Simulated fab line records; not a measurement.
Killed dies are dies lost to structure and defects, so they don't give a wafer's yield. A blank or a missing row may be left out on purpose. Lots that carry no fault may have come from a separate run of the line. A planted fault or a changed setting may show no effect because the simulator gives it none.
Split-lot experiment | flow gf180mcu | 23 wafers read from 5 lots, route of 602 steps

ON THE SPLIT
At GF_HV_LDD_IMPLANT_09, the setting dose-cm2 was moved away from the recipe's 1e+14 on 5 of the 23 wafers read, by -12.8% to +7.7%. The other wafers ran this setting at the recipe's value.

FROM THE SPLIT TO THE READING: what the file shows between them, 10 steps
- GF_HV_LDD_STRIP_10: strips in O2/N2
- GF_HV_LDD_TW_MEAS_11
- GF_HV_LDD_DEVELOP_18: develop time 60 s (also split here: develop-time-s)
- GF_HV_LDD_CD_MEAS_19: target cd 400 nm
- GF_HV_LDD_IMPLANT_21 (also split here: energy-kev)
- GF_HV_LDD_SOFTBAKE_27: time 60 s (also split here: time-s)
- GF_HV_LDD_EXPOSE_28: exposes mask Nplus HV AREA, target cd 400 nm
- GF_HV_LDD_PEB_29
- GF_HV_LDD_CLEAN_51: cleans in SC1/SC2, time 150 s
- GF_HV_LDD_RTA_52: time 10 s

THE READING
HV_LDD_RS, in ohm/sq, at GF_HV_LDD_RS_MEAS_53 (measures by four-point-probe). On this fab line, fault-free wafers typically give 418.6 ohm/sq with a standard deviation of 0.76 ohm/sq.

wafer  | tool, chamber at the split | dose-cm2 as run | against the recipe | HV_LDD_RS, ohm/sq | against lot-mates on the recipe
L075.1 | implanter-03, 0            | 1e+14           | recipe             | 420.1             | -
L075.2 | implanter-03, 0            | 1e+14           | recipe             | 420.3             | -
L075.3 | implanter-03, 0            | 1e+14           | recipe             | 419.3             | -
L075.5 | implanter-03, 0            | 1e+14           | recipe             | 418.3             | -
L075.6 | implanter-03, 0            | 1e+14           | recipe             | 418.6             | -
L077.1 | implanter-03, 0            | 1e+14           | recipe             | 418.7             | -
L077.2 | implanter-03, 0            | 1e+14           | recipe             | 417.7             | -
L077.5 | implanter-03, 0            | 1e+14           | recipe             | 418.4             | -
L082.1 | implanter-04, 0            | 1e+14           | recipe             | 417.0             | -
L082.2 | implanter-04, 0            | 1e+14           | recipe             | 417.3             | -
L082.4 | implanter-04, 0            | 1e+14           | recipe             | 416.9             | -
L082.5 | implanter-04, 0            | 1e+14           | recipe             | 418.1             | -
L082.6 | implanter-04, 0            | 1e+14           | recipe             | 418.6             | -
L083.1 | implanter-03, 0            | 8.724e+13       | -12.8%             | 443.4             | +24.6
L083.2 | implanter-03, 0            | 1e+14           | recipe             | 419.2             | -
L083.3 | implanter-03, 0            | 8.724e+13       | -12.8%             | 443.9             | +25.1
L083.5 | implanter-03, 0            | 8.724e+13       | -12.8%             | 443.7             | +24.9
L083.6 | implanter-03, 0            | 1e+14           | recipe             | 418.3             | -
L084.1 | implanter-03, 0            | 1.077e+14       | +7.7%              | 404.1             | -14.0
L084.3 | implanter-03, 0            | 1e+14           | recipe             | 417.7             | -
L084.4 | implanter-03, 0            | 1e+14           | recipe             | 418.5             | -
L084.5 | implanter-03, 0            | 1.077e+14       | +7.7%              | 404.3             | -13.8
L084.6 | implanter-03, 0            | 1e+14           | recipe             | 418.2             | -

THE FIT
A straight line over all 23 wafers: HV_LDD_RS changes by -1.95 ohm/sq for each +1% of dose-cm2; r = -1.00; the points scatter about the line by 0.88 ohm/sq.
The same after taking each lot's own level away (the mean of its wafers on the recipe; 23 wafers): -1.92 ohm/sq for each +1%; r = -1.00; scatter 0.63 ohm/sq.
The reading moves by 24 ohm/sq for the largest change in dose-cm2, on that fit.
From 417.58 to 419.32 ohm/sq: that is the span of the lots' own levels, equal to 2.3 times the standard deviation above.
So the lot-to-lot level changes the slope little: the two slopes agree.
Check: with one of the wafers moved furthest among these (-12.8%) left out of the fit, the line predicts +24.6 ohm/sq for it against its lot-mates. Against them it came out at +24.6 ohm/sq.

ADDITIONAL SPLITS CARRIED BY THESE WAFERS
Other splits were also applied to these wafers ahead of the reading. Each is held against what the fit with the lots' levels taken away leaves over:
other split on the same wafers      | wafers away from the commonest value | r with HV_LDD_RS (lot level and that fit taken away)
GF_HV_LDD_DEVELOP_18 develop-time-s | 7                                    | +0.07
GF_HV_LDD_IMPLANT_21 energy-kev     | 4                                    | +0.21
GF_HV_LDD_SOFTBAKE_27 time-s        | 7                                    | -0.24

THE WHOLE CHAIN: every reading that the file lists as answering this split, in the file's order
step                 | what it does                 | reading   | change (the file's fit)           | r (the file's)
GF_HV_LDD_TW_MEAS_11 |                              | HV_LDD_TW | +6.84 for each +1% of the setting | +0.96
GF_HV_LDD_RS_MEAS_53 | measures by four-point-probe | HV_LDD_RS | -1.92 for each +1% of the setting | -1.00

FILE'S OWN FIT
HV_LDD_RS changes by -1.92 ohm/sq for each +1% of dose-cm2, r = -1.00.
